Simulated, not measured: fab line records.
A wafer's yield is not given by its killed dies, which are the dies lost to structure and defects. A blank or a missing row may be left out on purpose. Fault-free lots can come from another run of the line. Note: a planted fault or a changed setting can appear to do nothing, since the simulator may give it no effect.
Code-filled problem report in 8D (eight disciplines) form | flow sky130 | the parts of the form that need people (team, actions taken, sign-off) are left out

## 1. THE ISSUE
A mean of 4.7 % is read at SKY_PAD_OPEN_PROBE_99 for sort_bin_3_pad_short, taken on 1 wafer of 1 lot, against 0.8 % (standard deviation 0.41) on wafers free of any fault. That puts it +9.5 standard deviations away from the usual mean.
The first sign was on wafer L341.3 at day 48 14:37, on prober-01. The record holds 3 wafers of 1 lot with a number at this step. Rule for "out" (also "out of limits"): further than 4 standard deviations from the usual mean. The rest of the wafers with a number are treated as sound.

## 2. WHAT THIS IS AND IS NOT
question                    | is                   | is not
which readings at this step | sort_bin_3_pad_short | killed_at_M4_up, killed_at_contacts, killed_at_front_end, killed_at_other, killed_open, killed_short, sort_bin_5_function, sort_bin_6_memory
which lots                  | L341                 | -
which wafers of those lots  | L341.3               | L341.4, L341.6
read on which tools         | prober-01            | -
when                        | from day 48 14:37    | up to then (0 sound wafers); but 2 sound wafers of L341 came after

## 3. WHAT RULES OUT EACH SUSPECT
Counting: if a tool at a process step up to the reading ran every lot that is out, it stays a suspect. Sound lots after the first of them don't rule it out here, since some wafers of a struck lot are sound.
- rie_diel-04 at SKY_VIA2_ETCH_14 (etches BARC in N2/H2, stops on SiO2, time 45.9 s, target depth 60 nm): kept. It ran the lot that is out, L341 (day 39 22:26).
- rie_diel-03 at SKY_VIA3_ETCH_14 (etches BARC in N2/H2, stops on SiO2, time 45.9 s, target depth 60 nm): kept. It ran the lot that is out, L341 (day 43 01:50).
- prober-01 at SKY_PAD_OPEN_PROBE_99: kept. It ran the lot that is out, L341 (day 48 14:37). On those wafers its own readings are out: sort_bin_3_pad_short.
- At SKY_VIA2_ETCH_14, inside rie_diel-04: chamber 3 took the wafers that are out, while their sound lot-mates went through chambers 0, 1.
After the count, these remain: rie_diel-04 at SKY_VIA2_ETCH_14, rie_diel-03 at SKY_VIA3_ETCH_14 and prober-01 at SKY_PAD_OPEN_PROBE_99.

## 4. THE CAUSE (what the simulator had put in)
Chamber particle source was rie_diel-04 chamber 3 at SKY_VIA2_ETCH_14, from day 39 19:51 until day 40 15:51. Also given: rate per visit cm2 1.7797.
Counting leaves 3 suspects; this tool is one of them.

## 5. THE EFFECT CHAIN, in route order
Each row: a reading where the mean over the struck wafers with a number is more than 3 standard deviations away from the usual. Only readings whose record carries a usual standard deviation are examined. hours: median over the lots of the time between each lot's start at the first step of this table that gives one and its start at this step. sigmas: the change, counted in usual standard deviations.
hours | step                  | reading              | usual | on struck wafers | change | sigmas
0     | SKY_PAD_OPEN_PROBE_99 | sort_bin_3_pad_short | 0.8 % | 4.7              | +3.9   | +9.5
The process steps in it:
- SKY_PAD_OPEN_PROBE_99

## 6. HOW IT WOULD HAVE BEEN CAUGHT EARLIER
First out-of-limits reading in this record: day 48 14:37, which is 211 hours after fault onset at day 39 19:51.
No tool reading at SKY_VIA2_ETCH_14 that has a usual standard deviation in the record was out on any struck wafer, so an alarm limit of 4 standard deviations on those readings would not have fired.
All the lots that are out (1) had begun SKY_VIA2_ETCH_14 on rie_diel-04 by day 48 14:37. None of them would have been spared by holding the tool at that moment.
